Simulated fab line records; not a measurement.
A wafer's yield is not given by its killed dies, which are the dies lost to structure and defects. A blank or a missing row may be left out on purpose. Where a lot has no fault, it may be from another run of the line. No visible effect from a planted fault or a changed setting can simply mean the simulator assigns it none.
fab line records | flow gf180mcu
record lots=5 wafers=15 lastDay=34
route steps=602 shown VT_IMPLANT@104
lots that met no fault: taken from a fault-free run of the same line
startH: hours from the record's first day to the start of the lot's first wafer shown | waitH: hours elapsed since this lot's preceding step | " the same as in the row above | L1.1+2: a row that stands for several wafers | - no value present, or no start provided | * or withheld: withheld | < > ~ a bound
route shown NAME@n: a module of which the file shows steps, and the number in the route of the first | usual: mean and standard deviation over wafers with no fault | same: alike in all rows | chamber/n: place in a boat | sites: readings site by site | _std_site: standard deviation of those values | _edge_site: outer sites' mean less inner sites' | radiusMm: for every site, how far away it sits from the centre of the wafer | mask NAME#n: copy n | behind: the most recent tool/chamber to have shaped the wafer | hold: cause of the lot's hold/its duration in hours/its outcome | device: which transistor (n, p or np) failed to switch | end of line: the same wafers' tests at the end of the route | a step given without rows: its recipe and nothing more | killed: dies that structure and defects cost at the first sort, which is not the same as the wafer's yield | map: a wafer's dies, marking killed ones x, the rest . and places with no die _
set.NAME: the setting the step ran with; set.NAME@STEP: the setting that earlier step ran with | model.NAME: the simulator's own value behind a step, which no gauge read
lots seen at some steps along the route; tables by step, rows by wafer
services: when a tool's chamber went out of use (startH, in hours from the record's first day, below 0 if earlier), for how many hours, and the reason
## steps
# step GF_VT_IMPLANT_SOFTBAKE_14
# recipe tempC=90 timeS=60 resist=NOVOLAK
# usual exhaustPa=45.0/0.95
# columns lot.wafer tool chamber startH waitH exhaustPa
L078.3 lithoTrack-02 0 146.34 0.1 45.2
L078.4 " 0 " " 44.8
L078.5 " 0 " " 44.5
L088.1 lithoTrack-02 0 205.53 0.1 45.2
L088.5 " 0 " " 44.7
L088.6 " 0 " " 46.7
L090.1 lithoTrack-02 0 218.78 0.1 45.9
L090.4 " 0 " " 44.1
L090.5 " 0 " " 45.5
L092.1 lithoTrack-04 0 229.86 0.1 44.0
L092.4 " 0 " " 43.9
L092.5 " 0 " " 43.0
L095.2 lithoTrack-04 0 249.68 0.1 45.4
L095.3 " 0 " " 43.7
L095.5 " 0 " " 45.4
# step GF_VT_IMPLANT_EXPOSE_15
# recipe maskId=Nwell_LV_AREA targetCdNm=860 na=0.6 sourceShape=conventional sigmaOuter=0.6 doseMj=140
# columns lot.wafer tool chamber startH waitH mask
L078.3+4+5 ilineStepper-02 0 - - Nwell_LV_AREA#0
L088.1+5+6 ilineStepper-02 0 - - Nwell_LV_AREA#0
L090.1+4+5 ilineStepper-02 0 - - Nwell_LV_AREA#0
L092.1+4+5 ilineStepper-01 0 - - Nwell_LV_AREA#0
L095.2+3+5 ilineStepper-02 0 - - Nwell_LV_AREA#0
# step GF_VT_IMPLANT_PEB_16
# recipe tempC=withheld timeS=* resist=NOVOLAK
# usual exhaustPa=44.9/0.78
# columns lot.wafer tool chamber startH waitH exhaustPa
L078.3 lithoTrack-02 0 - - 46.3
L078.4 " 0 " " 45.8
L078.5 " 0 " " 45.8
L088.1 lithoTrack-04 0 - - 45.0
L088.5 " 0 " " 45.1
L088.6 " 0 " " 43.8
L090.1 lithoTrack-04 0 - - 44.5
L090.4 " 0 " " 44.7
L090.5 " 0 " " 46.3
L092.1 lithoTrack-02 0 - - 44.6
L092.4 " 0 " " 44.9
L092.5 " 0 " " 43.7
L095.2 lithoTrack-02 0 - - 45.3
L095.3 " 0 " " 45.3
L095.5 " 0 " " 44.9
# step GF_VT_IMPLANT_DEVELOP_17
# recipe developTimeS=60 devTempC=23
# usual exhaustPa=45.2/0.82
# columns lot.wafer tool chamber startH waitH exhaustPa
L078.3 lithoTrack-02 0 153.14 0.1 44.7
L078.4 " 0 " " 46.0
L078.5 " 0 " " 44.8
L088.1 lithoTrack-04 0 214.26 0.1 45.1
L088.5 " 0 " " 45.0
L088.6 " 0 " " 45.7
L090.1 lithoTrack-04 0 227.51 0.1 45.2
L090.4 " 0 " " 45.9
L090.5 " 0 " " 44.2
L092.1 lithoTrack-02 0 238.83 0.1 43.2
L092.4 " 0 " " 43.6
L092.5 " 0 " " 43.5
L095.2 lithoTrack-02 0 259.01 0.1 44.7
L095.3 " 0 " " 44.5
L095.5 " 0 " " 45.4
# step GF_VT_IMPLANT_OVL_MEAS_18
# usual VT_IMPLANT_01_OVL=1.3/1.7
# columns lot.wafer tool chamber startH waitH VT_IMPLANT_01_OVL[nm]
L078.3 overlay-01 - 153.25 0.1 0.6
L078.4 " - " " -0.4
L078.5 " - " " 0.2
L088.1 overlay-02 - 214.41 0.1 1.5
L088.5 " - " " 0.7
L088.6 " - " " 2.9
L090.1 overlay-02 - 227.66 0.1 -0.9
L090.4 " - " " -2.3
L090.5 " - " " -2.0
L092.1 overlay-02 - 238.98 0.1 2.3
L092.4 " - " " 3.3
L092.5 " - " " 2.4
L095.2 overlay-01 - 259.14 0.1 0.3
L095.3 " - " " -2.2
L095.5 " - " " -0.2
# step GF_VT_IMPLANT_IMPLANT_19
# recipe species=As energyKev=100 doseCm2=4.35e+12 tiltDeg=7
# columns lot.wafer tool chamber startH waitH
L078.3+4+5 implanter-01 0 153.32 0.1
L088.1+5+6 implanter-02 0 214.44 0.0
L090.1+4+5 implanter-01 0 227.69 0.0
L092.1+4+5 implanter-02 0 239.02 0.0
L095.2+3+5 implanter-02 0 259.19 0.0
# step GF_VT_IMPLANT_STRIP_20
# recipe chemistry=O2/N2 powerW=1400 pressureMtorr=1500 platenTempC=250 o2FlowSccm=3000 n2FlowSccm=300 overashFraction=0.5
# usual drypumpMotorCurrentA=5.6/0.4 heaterPowerW=358/32 oesProductAu=0.716/0.0043 stripTimeToEndpointS=12.62/0.031
# columns lot.wafer tool chamber startH waitH drypumpMotorCurrentA heaterPowerW oesProductAu rfHoursCounterH stripTimeToEndpointS
L078.3 plasmaAsher-04 1 153.45 0.1 5.8 371 0.708 - 12.59
L078.4 " 0 " " 4.9 343 0.716 - 12.60
L078.5 " 0 " " 4.9 347 0.721 - 12.60
L088.1 plasmaAsher-03 0 214.59 0.1 6.1 327 0.712 10 12.62
L088.5 " 0 " " 6.1 331 0.711 - 12.66
L088.6 " 1 " " 6.0 418 0.719 - 12.59
L090.1 plasmaAsher-03 0 227.84 0.1 6.1 334 0.713 12 12.61
L090.4 " 0 " " 6.1 337 0.717 - 12.66
L090.5 " 0 " " 6.1 333 0.712 - 12.64
L092.1 plasmaAsher-04 1 239.17 0.1 5.8 363 0.719 59 12.66
L092.4 " 0 " " 4.9 346 0.714 - 12.63
L092.5 " 1 " " 5.7 369 0.720 - 12.67
L095.2 plasmaAsher-03 0 259.32 0.1 6.2 337 0.712 15 12.63
L095.3 " 1 " " 6.0 408 0.716 - 12.61
L095.5 " 0 " " 6.2 343 0.718 - 12.65
# step GF_VT_IMPLANT_TW_MEAS_21
# usual VT_IMPLANT_2_TW=1207/22
# columns lot.wafer tool chamber startH waitH VT_IMPLANT_2_TW
L078.3 filmMetro-01 - 153.54 0.1 1197
L078.4 " - " " 1206
L078.5 " - " " 1204
L088.1 filmMetro-01 - 214.69 0.1 1205
L088.5 " - " " 1200
L088.6 " - " " 1196
L090.1 filmMetro-03 - 227.94 0.1 1196
L090.4 " - " " 1197
L090.5 " - " " 1196
L092.1 filmMetro-04 - 239.27 0.1 1241
L092.4 " - " " 1237
L092.5 " - " " 1238
L095.2 filmMetro-03 - 259.43 0.1 1187
L095.3 " - " " 1182
L095.5 " - " " 1183
# step GF_VT_IMPLANT_DEHYDRATE_22
# recipe tempC=200 timeS=60
# usual exhaustPa=44.9/0.9
# columns lot.wafer tool chamber startH waitH exhaustPa
L078.3 lithoTrack-02 0 161.44 7.9 45.0
L078.4 " 0 " " 45.0
L078.5 " 0 " " 44.6
L088.1 lithoTrack-04 0 222.96 8.3 45.8
L088.5 " 0 " " 44.8
L088.6 " 0 " " 43.6
L090.1 lithoTrack-03 0 236.68 8.7 44.2
L090.4 " 0 " " 42.9
L090.5 " 0 " " 43.8
L092.1 lithoTrack-04 0 247.06 7.8 44.8
L092.4 " 0 " " 45.1
L092.5 " 0 " " 45.8
L095.2 lithoTrack-03 0 268.20 8.8 46.0
L095.3 " 0 " " 45.2
L095.5 " 0 " " 45.7
# step GF_VT_IMPLANT_HMDS_23
# recipe primeTimeS=60 primeTempC=120
# usual exhaustPa=45.0/0.79
# columns lot.wafer tool chamber startH waitH exhaustPa
L078.3 lithoTrack-02 0 161.59 0.1 44.8
L078.4 " 0 " " 44.3
L078.5 " 0 " " 45.4
L088.1 lithoTrack-04 0 223.11 0.1 44.1
L088.5 " 0 " " 44.0
L088.6 " 0 " " 45.8
L090.1 lithoTrack-03 0 236.83 0.1 45.9
L090.4 " 0 " " 44.2
L090.5 " 0 " " 44.6
L092.1 lithoTrack-04 0 247.21 0.1 45.6
L092.4 " 0 " " 45.4
L092.5 " 0 " " 46.2
L095.2 lithoTrack-03 0 268.35 0.1 44.7
L095.3 " 0 " " 44.9
L095.5 " 0 " " 44.9
# step GF_VT_IMPLANT_COAT_24
# recipe resist=NOVOLAK spinRpm=3000 resistThkNm=1000
# usual exhaustPa=45.0/0.91
# columns lot.wafer tool chamber startH waitH exhaustPa
L078.3 lithoTrack-02 0 161.74 0.1 43.8
L078.4 " 0 " " 43.4
L078.5 " 0 " " 45.8
L088.1 lithoTrack-04 0 223.26 0.1 44.4
L088.5 " 0 " " 45.1
L088.6 " 0 " " 44.6
L090.1 lithoTrack-03 0 236.98 0.1 44.8
L090.4 " 0 " " 45.4
L090.5 " 0 " " 45.3
L092.1 lithoTrack-04 0 247.36 0.1 44.8
L092.4 " 0 " " 43.9
L092.5 " 0 " " 45.4
L095.2 lithoTrack-03 0 268.50 0.1 43.9
L095.3 " 0 " " 43.9
L095.5 " 0 " " 46.4
# step GF_VT_IMPLANT_SOFTBAKE_25
# recipe tempC=90 timeS=60 resist=NOVOLAK
# usual exhaustPa=44.7/0.8
# columns lot.wafer tool chamber startH waitH exhaustPa
L078.3 lithoTrack-02 0 161.89 0.1 45.3
L078.4 " 0 " " 44.5
L078.5 " 0 " " 45.4
L088.1 lithoTrack-04 0 223.41 0.1 43.9
L088.5 " 0 " " 44.0
L088.6 " 0 " " 44.5
L090.1 lithoTrack-03 0 237.13 0.1 44.6
L090.4 " 0 " " 44.0
L090.5 " 0 " " 45.0
L092.1 lithoTrack-04 0 247.51 0.1 44.4
L092.4 " 0 " " 43.7
L092.5 " 0 " " 44.1
L095.2 lithoTrack-03 0 268.65 0.1 45.5
L095.3 " 0 " " 45.6
L095.5 " 0 " " 44.6
## services
# columns tool chamber startH hours kind
implanter-01 - 134.54 3.4 repair
ilineStepper-02 - 149.24 1.6 repair
implanter-02 - 150.70 3.6 repair
ilineStepper-02 0 177.11 - calibration
implanter-01 - 181.90 15.5 repair
ilineStepper-01 - 183.86 10.9 repair
ilineStepper-02 - 197.47 3.1 repair
ilineStepper-01 - 200.97 2.1 pm
ilineStepper-01 - 203.05 - consumableReplace:lamp
plasmaAsher-03 - 207.77 3.9 repair
implanter-01 - 207.95 4.8 pm
plasmaAsher-04 - 228.93 0.8 repair
plasmaAsher-03 - 238.64 0.9 repair
ilineStepper-01 - 248.79 1.7 pm
plasmaAsher-03 - 265.86 1.6 repair
implanter-02 - 267.27 3.6 pm
## key
fault none
